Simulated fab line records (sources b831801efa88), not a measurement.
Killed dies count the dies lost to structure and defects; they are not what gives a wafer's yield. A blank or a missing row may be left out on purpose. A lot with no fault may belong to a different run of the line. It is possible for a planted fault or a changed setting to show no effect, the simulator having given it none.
2 desks, one fault | flow sky130 | each desk has only its own numbers; what lay behind them comes last

## FROM THE METROLOGY DESK
Means of the sampled wafers that have a number, per lot and without regard to the tool the lot ran on: this is what the gauges read. The brackets show how far a lot's mean lies from the usual mean; more than 4 standard deviations puts the lot out of limits, marked OUT.
Columns: A = VIA2_BOW at SKY_VIA2_BOW_MEAS_03, usual 85 um
lot  | first seen here | A
L535 | day 35 10:47    | 86
L536 | day 35 20:01    | 93
L539 | day 36 13:02    | 87
L538 | day 36 14:42    | 85
L541 | day 36 22:31    | 90
L540 | day 36 23:07    | 81
L548 | day 39 14:25    | 84
L549 | day 39 16:47    | 95
L550 | day 39 23:10    | 79
L552 | day 40 13:23    | 83
L554 | day 41 05:14    | 82
L553 | day 41 05:58    | 77
L555 | day 41 07:46    | 85
L557 | day 41 18:11    | 90
Result from this desk: across the 14 lots, nothing is out of limits.

## THE TOOL OWNER'S DESK: cmp-01
The tool's own readings at SKY_VIA2_CMP_24 (polishes, stops on SiO2, t overpolish 20 s, target thk 0 nm): means of the sampled wafers that have a number, for each lot that ran on this tool. The brackets show how far a lot's mean lies from the usual mean; more than 4 standard deviations puts the lot out of limits, marked OUT.
Columns: A = motorCurrentA at SKY_VIA2_CMP_24, usual 10.8 A; B = overpolishRunS at SKY_VIA2_CMP_24, usual 20.000 s; C = timeToEndpointS at SKY_VIA2_CMP_24, usual 101 s
lot  | first seen here | A    | B                        | C
L535 | day 36 13:31    | 11.1 | 19.998                   | 104
L536 | day 36 21:55    | 10.6 | 19.997                   | 99
L539 | day 37 16:49    | 11.4 | 6.695 (-99 or more) OUT  | 138 (+9.4) OUT
L541 | day 38 02:12    | 10.9 | 13.349 (-99 or more) OUT | 116
L540 | day 38 02:33    | 10.4 | 6.700 (-99 or more) OUT  | 139 (+9.7) OUT
L548 | day 40 15:58    | 10.3 | 20.006                   | 102
L549 | day 40 18:07    | 10.5 | 20.003                   | 98
L552 | day 41 14:59    | 11.3 | 19.994                   | 99
L554 | day 42 06:56    | 10.9 | 20.006                   | 99
L553 | day 42 07:21    | 10.9 | 20.003                   | 96
This desk's finding: out of limits on L539, L540, L541; first on L539, day 37 16:49 (overpolishRunS at SKY_VIA2_CMP_24). L535, L536, L548, L549, L552, L554, L553 stayed within limits.

## BROUGHT TOGETHER
An alarm could have come from the tool owner's desk at day 37 16:49, on L539, L540, L541.
From the metrology desk's view, nothing was out of limits.
The metrology desk holds a record of L539, L540, L541, inside its limits.
The lots listed all ran SKY_VIA2_CMP_24 on cmp-01.

## WHAT HAD BEEN PUT IN BY THE SIMULATOR
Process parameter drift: cmp-01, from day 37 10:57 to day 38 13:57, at SKY_VIA2_CMP_24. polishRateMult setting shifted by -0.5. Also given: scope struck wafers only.
Shown lots that were struck: L539, L540, L541.
Delay in hours, fault start to first out-of-limits reading, by desk: the tool owner's desk at 6.
